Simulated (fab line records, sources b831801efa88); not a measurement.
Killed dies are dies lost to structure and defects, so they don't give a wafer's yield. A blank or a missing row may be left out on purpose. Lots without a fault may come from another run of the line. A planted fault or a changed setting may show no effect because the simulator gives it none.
Which tool did it? | flow gf180mcu | 14 lots, 42 wafers sampled, at 5 steps of a route of 602

WHAT THE GAUGES READ, wafer by wafer
GF_STI_THK_MEAS_30.
lot  | measured    | on            | STI_OXIDATION_02_THK (nm)
L393 | day 2 06:23 | film_metro-02 | 9.79 10.04 9.90
L394 | day 2 11:08 | film_metro-02 | 9.93 9.76 9.83
L395 | day 2 16:33 | film_metro-01 | 9.71 9.90 9.88
L398 | day 3 08:43 | film_metro-01 | 10.05 9.83 10.03
L399 | day 3 12:41 | film_metro-03 | 10.04 10.01 9.92
L404 | day 4 15:55 | film_metro-03 | 10.01 9.69 9.81
L405 | day 4 20:29 | film_metro-02 | 10.05 9.98 10.01
L406 | day 5 01:55 | film_metro-02 | 9.95 10.10 9.98
L407 | day 5 06:55 | film_metro-01 | 10.00 10.25 10.10
L409 | day 5 16:42 | film_metro-03 | 9.63 9.81 9.71
L411 | day 6 03:52 | film_metro-01 | 9.94 9.93 9.99
L412 | day 6 07:55 | film_metro-01 | 9.75 9.98 9.85
L415 | day 6 23:38 | film_metro-01 | 9.64 9.71 9.71
L416 | day 7 03:44 | film_metro-01 | 9.95 9.62 9.92

GF_LVPWELL_OVL_MEAS_07.
lot  | measured    | on         | LVPWELL_OVL (nm)
L393 | day 3 20:41 | overlay-01 | 1.1 1.1 2.0
L394 | day 4 01:05 | overlay-01 | -2.5 -0.2 0.4
L395 | day 4 07:13 | overlay-02 | -1.0 -0.9 -2.8
L398 | day 5 01:05 | overlay-02 | -0.2 -1.7 -2.3
L399 | day 5 05:53 | overlay-01 | -1.4 -1.4 -1.6
L404 | day 6 11:16 | overlay-02 | - - -
L405 | day 6 16:04 | overlay-01 | - - -
L406 | day 6 20:52 | overlay-02 | -0.6 -2.5 -1.3
L407 | day 7 04:14 | overlay-01 | 0.9 0.4 -0.9
L409 | day 7 14:17 | overlay-01 | 0.8 0.4 0.3
L411 | day 8 03:17 | overlay-02 | 0.2 0.6 1.3
L412 | day 8 07:20 | overlay-02 | 0.5 -1.7 -0.9
L415 | day 9 01:15 | overlay-01 | -1.4 -0.7 0.0
L416 | day 9 04:20 | overlay-01 | 0.4 0.0 1.6

GF_MVPSD_OVL_MEAS_07.
lot  | measured     | on         | MVPSD_OVL (nm)
L393 | day 4 23:47  | overlay-01 | -1.8 -0.5 -1.0
L394 | day 5 05:11  | overlay-01 | 1.1 0.5 0.6
L395 | day 5 12:04  | overlay-01 | -1.2 -0.5 1.2
L398 | day 6 06:09  | overlay-01 | 2.6 0.9 3.6
L399 | day 6 11:11  | overlay-01 | 1.3 0.1 2.1
L404 | day 7 19:34  | overlay-02 | -0.3 1.1 0.7
L405 | day 7 23:38  | overlay-01 | 0.0 0.8 1.0
L406 | day 8 04:44  | overlay-01 | 1.3 -0.9 1.8
L407 | day 8 12:41  | overlay-01 | 2.8 1.5 0.7
L409 | day 9 00:17  | overlay-02 | 0.7 -0.4 1.0
L411 | day 9 13:12  | overlay-01 | 1.2 0.7 -0.1
L412 | day 9 18:35  | overlay-01 | -0.4 -0.2 0.1
L415 | day 10 12:39 | overlay-02 | 3.4 2.2 1.4
L416 | day 10 16:08 | overlay-01 | 3.0 1.0 -0.5

WHICH TOOL RAN EACH LOT (tool, then ch and the chambers of the sampled wafers, then the start)
lot  | GF_DNWELL_STRIP_08                  | GF_LVPWELL_DEVELOP_06
L393 | plasma_asher-01 ch 0,1, day 2 19:23 | litho_track-01 ch 0, day 3 20:00
L394 | plasma_asher-04 ch 0, day 2 22:59   | litho_track-03 ch 0, day 4 00:00
L395 | plasma_asher-02 ch 0,1, day 3 05:35 | litho_track-02 ch 0, day 4 07:00
L398 | plasma_asher-01 ch 0,1, day 3 21:49 | litho_track-03 ch 0, day 5 00:00
L399 | plasma_asher-01 ch 0,1, day 4 02:31 | litho_track-03 ch 0, day 5 05:00
L404 | plasma_asher-02 ch 0,1, day 5 05:59 | litho_track-02 ch 0, day 6 11:00
L405 | plasma_asher-02 ch 0,1, day 5 10:17 | litho_track-02 ch 0, day 6 15:00
L406 | plasma_asher-02 ch 0,1, day 5 15:38 | litho_track-03 ch 0, day 6 20:00
L407 | plasma_asher-02 ch 0,1, day 5 21:11 | litho_track-01 ch 0, day 7 04:00
L409 | plasma_asher-01 ch 0,1, day 6 07:18 | litho_track-01 ch 0, day 7 14:00
L411 | plasma_asher-02 ch 0,1, day 6 19:07 | litho_track-03 ch 0, day 8 03:00
L412 | plasma_asher-01 ch 0,1, day 6 22:47 | litho_track-01 ch 0, day 8 07:00
L415 | plasma_asher-01 ch 0,1, day 7 15:06 | litho_track-01 ch 0, day 9 01:00
L416 | plasma_asher-04 ch 0,1, day 7 19:44 | litho_track-03 ch 0, day 9 04:00
- GF_DNWELL_STRIP_08: strips in O2/N2.
- GF_LVPWELL_DEVELOP_06: develop time 60 s.

WHAT THE TOOLS THEMSELVES READ (means of the sampled wafers that have a number; where no wafer has one, the mark that the record gives instead)
GF_DNWELL_STRIP_08.
lot  | tool            | drypump_motor_current_A (A) | heater_power_w (W) | oes_product_au (a.u.) | strip_time_to_endpoint_s (s)
L393 | plasma_asher-01 | 5.32                        | 344                | 0.723                 | 36.99
L394 | plasma_asher-04 | 6.01                        | 364                | 0.724                 | 37.04
L395 | plasma_asher-02 | 5.63                        | 355                | 0.720                 | 37.02
L398 | plasma_asher-01 | 5.43                        | 347                | 0.722                 | 37.19
L399 | plasma_asher-01 | 5.42                        | 346                | 0.723                 | 37.00
L404 | plasma_asher-02 | 5.58                        | 386                | 0.721                 | 37.00
L405 | plasma_asher-02 | 5.59                        | 388                | 0.718                 | 37.06
L406 | plasma_asher-02 | 5.58                        | 365                | 0.727                 | 36.92
L407 | plasma_asher-02 | 5.57                        | 386                | 0.722                 | 36.92
L409 | plasma_asher-01 | 5.33                        | 364                | 0.719                 | 37.02
L411 | plasma_asher-02 | 5.61                        | 362                | 0.722                 | 37.07
L412 | plasma_asher-01 | 5.42                        | 341                | 0.719                 | 36.75
L415 | plasma_asher-01 | 5.34                        | 364                | 0.725                 | 37.09
L416 | plasma_asher-04 | 5.55                        | 314                | 0.725                 | 37.04

THE ANSWER, worked out from the rows above alone
Rule: what is usual is taken from the lots themselves. Put in order of their means at a reading, lots are off if they are a third of the lots or fewer, leave a main group of 4 or more, and stand apart from it by a gap of 3 or more times the standard deviation of the main group's means; of several such gaps the widest counts. A main group whose means are all the same, to the digits that the tables above print for the reading, isn't used. A lot without any number at a reading at which 4 lots or more have one is off too. The other lots that the step has rows for count as sound. The gauges are gone through in route order, then the tools' own readings, and for those a lot's mean is taken as printed above. The first step at which some lot is off is used, and at that step the reading that is off furthest; a lot without a number counts as furthest.
Off: L404, L405, at GF_LVPWELL_OVL_MEAS_07 (LVPWELL_OVL). Without a number there: L404, L405. The main group: mean -0.4 nm, standard deviation 0.98.
A tool fits if, at a process step before that reading, it ran every lot that is off, and no sound lot after the first of them. The gauges at GF_LVPWELL_OVL_MEAS_07 are tried like those tools. One fits: litho_track-02 at GF_LVPWELL_DEVELOP_06. Its last sound lot is L395 (day 4 07:00), its first lot that is off L404 (day 6 11:00): a fault that began between those two fits.

WHAT THE SIMULATOR HAD PUT IN
Process parameter drift: litho_track-02, from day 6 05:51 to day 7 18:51, at GF_LVPWELL_DEVELOP_06. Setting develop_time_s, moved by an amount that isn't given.
Lots struck among those shown: L404, L405. The rule above found the same.
